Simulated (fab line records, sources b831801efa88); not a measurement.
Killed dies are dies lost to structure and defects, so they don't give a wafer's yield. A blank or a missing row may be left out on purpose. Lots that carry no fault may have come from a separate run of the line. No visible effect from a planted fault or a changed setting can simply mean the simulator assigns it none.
Comparing a struck lot with a sound one -- flow sky130 -- 34 steps out of a route of 708
Sound: the wafers L576.3, L576.4, L576.5. Struck: wafers L567.2, L567.3, L567.5. At the end, the cause is stated.
Order at every step that has rows: each side's tool, ch and its chambers, its first start. Under that, the readings that differ: sound wafers -- struck wafers -- difference of the means -- sigmas: that difference in standard deviations of wafers without a fault.
alike: a reading whose means differ by less than 2 such deviations, as well as words and numbers matching on both sides. not compared: withheld readings; readings where some wafer has no value; bounds like >300 that might hide an equal value; numbers whose values overlap and for which the record gives no deviation.
The two part at a step that has a row with sigmas, a row that says differs or no value, or rows on one side only. When numbers do not overlap yet have no deviation, they are printed without sigmas and do not part them. Lack of a reading on every wafer of one side parts them only where that side has two or more wafers.

first, 7 steps without rows for these wafers: SKY_SONOS_TUNNEL_DEVELOP_06 (develop time 60 s); SKY_SONOS_TUNNEL_IMPLANT_09; SKY_SONOS_TUNNEL_WET_ETCH_10 (etches SiO2 in dHF, target depth 14 nm, time 280 s); SKY_SONOS_TUNNEL_STRIP_11 (strips in SPM, time 600 s); SKY_SONOS_TUNNEL_CLEAN_13 (cleans in dHF, time 20 s); SKY_SONOS_ONO_OXIDATION_00 (stabilise 600 s, purge 300 s, target thk 2.6 nm); SKY_SONOS_ONO_CVD_02 (deposits Si3N4 from DCS/NH3, target thk 10.5 nm, time 180 s).
SKY_SONOS_ONO_CVD_04: deposits SiO2 from SiH4/N2O, target thk 5.7199 nm.
  sound on lpcvd-03 ch 1, day 18 08:02; struck on lpcvd-03 ch 0, day 15 13:35
reading,sound,struck,difference,sigmas
zonePowerUpperPct (%),20.1 20.1 20.0,21.1 21.3 21.4,+1.2,+2
model.SiO2_of_SONOS_ONO_CVD_04.thkNm (nm),5.875 5.812 5.971,5.234 5.236 5.263,-0.642,
SKY_SONOS_ONO_THK_MEAS_05:
  struck on filmMetro-03, day 15 14:51; sound on filmMetro-01, day 18 09:19
reading,sound,struck,difference,sigmas
SONOS_ONO_CVD_04_THK (nm),5.85 5.77 5.97,5.22 5.34 5.25,-0.59,-5
then, 23 steps without rows for these wafers: SKY_SONOS_ONO_DEHYDRATE_06 (time 60 s); SKY_SONOS_ONO_HMDS_07 (prime time 60 s); SKY_SONOS_ONO_COAT_08 (resist thk 1140 nm); SKY_SONOS_ONO_SOFTBAKE_09 (time 60 s); SKY_SONOS_ONO_EXPOSE_10 (exposes mask ONOM, target cd 410 nm); SKY_SONOS_ONO_PEB_11; SKY_SONOS_ONO_DEVELOP_12 (develop time 60 s); SKY_SONOS_ONO_ETCH_15 (etches the open film in CHF3/O2, target depth 19.52 nm, time 7.8 s); SKY_SONOS_ONO_WET_ETCH_16 (etches SiO2 in dHF, target depth 14 nm, time 280 s); SKY_SONOS_ONO_STRIP_17 (strips in O2/N2); SKY_SONOS_ONO_WET_ETCH_18 (etches Si3N4 in H3PO4, target depth 15 nm, time 172 s); SKY_GATE_OXIDE_CLEAN_00 (cleans in SC1/SC2, time 150 s); SKY_GATE_OXIDE_OXIDATION_01 (stabilise 600 s, purge 300 s, target thk 10.268 nm); SKY_GATE_OXIDE_DEHYDRATE_03 (time 60 s); SKY_GATE_OXIDE_HMDS_04 (prime time 60 s); SKY_GATE_OXIDE_COAT_05 (resist thk 1140 nm); SKY_GATE_OXIDE_SOFTBAKE_06 (time 60 s); SKY_GATE_OXIDE_EXPOSE_07 (exposes mask LVOM, target cd 600 nm); SKY_GATE_OXIDE_PEB_08; SKY_GATE_OXIDE_DEVELOP_09 (develop time 60 s); SKY_GATE_OXIDE_IMPLANT_11; SKY_GATE_OXIDE_WET_ETCH_12 (etches SiO2 in dHF, target depth 16.8 nm, time 336 s); SKY_GATE_OXIDE_STRIP_13 (strips in O2/N2).
-- the record jumps here: 18 days lie between the struck wafers' starts before and after (it left off in module GATE_OXIDE and takes up again in module LI_CONTACT, whose first step shown is number 376 of the route) --
SKY_LI_CONTACT_ETCH_14: etches BARC in N2/H2, stops on SiO2, time 45.9 s, target depth 60 nm.
  sound on rieDiel-04 ch 0,1,2, day 35 16:53; struck on rieDiel-03 ch 1,2,3, day 33 06:39
reading,sound,struck,difference,sigmas
model.SiO2_of_SONOS_ONO_CVD_04.thkNm (nm),4.336 4.275 4.433,3.713 3.721 3.742,-0.623,
  alike: drypumpMotorCurrentA, oesProductAu, throttleValvePct
  not compared: rfHoursCounterH
-- the record jumps here: 15 days lie between the struck wafers' starts before and after (it left off in module LI_CONTACT and takes up again in module PAD_OPEN, whose first step shown is number 708 of the route) --
SKY_PAD_OPEN_PROBE_99:
  struck on prober-02, day 48 15:41; sound on prober-02, day 50 10:12
reading,sound,struck,difference,sigmas
model.etest.sonosUncharged.rOnOhmUm,816.3 825.6 832.8,797.2 805.8 806.1,-21.9,
model.etest.capOno.gateLog10ACm2,-8.259 -8.136 -8.324,-7.426 -7.422 -7.509,+0.787,
model.etest.capOno.toxAccNm (nm),13.06 12.97 13.15,12.51 12.53 12.58,-0.52,
model.etest.sonosProgrammed.vtV (V),1.332 1.441 1.315,1.633 1.633 1.634,+0.271,
model.etest.sonosErased.vtV (V),-2.204 -2.264 -2.204,-2.39 -2.373 -2.386,-0.16,
model.etest.sonosBaked.vtV (V),0.8956 0.9157 0.874,1.16 1.119 1.095,+0.23,
  alike: killed_at_M0_to_M3, killed_at_M4_up, killedAtContacts, killedAtFrontEnd, killedAtOther, killedDies, killedOpen, killedShort
  not compared: model.etest.capOno.gateBvV, model.etest.sonosBaked.vtLessV

== WHERE THEY PART ==
First at SKY_SONOS_ONO_CVD_04; last, within this record, at SKY_SONOS_ONO_THK_MEAS_05. Later steps at which nothing parts them and some readings are alike: SKY_LI_CONTACT_ETCH_14, SKY_PAD_OPEN_PROBE_99.

WHY: what the simulator had put in
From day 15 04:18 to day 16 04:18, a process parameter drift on lpcvd-03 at SKY_SONOS_ONO_CVD_04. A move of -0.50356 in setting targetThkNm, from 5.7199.
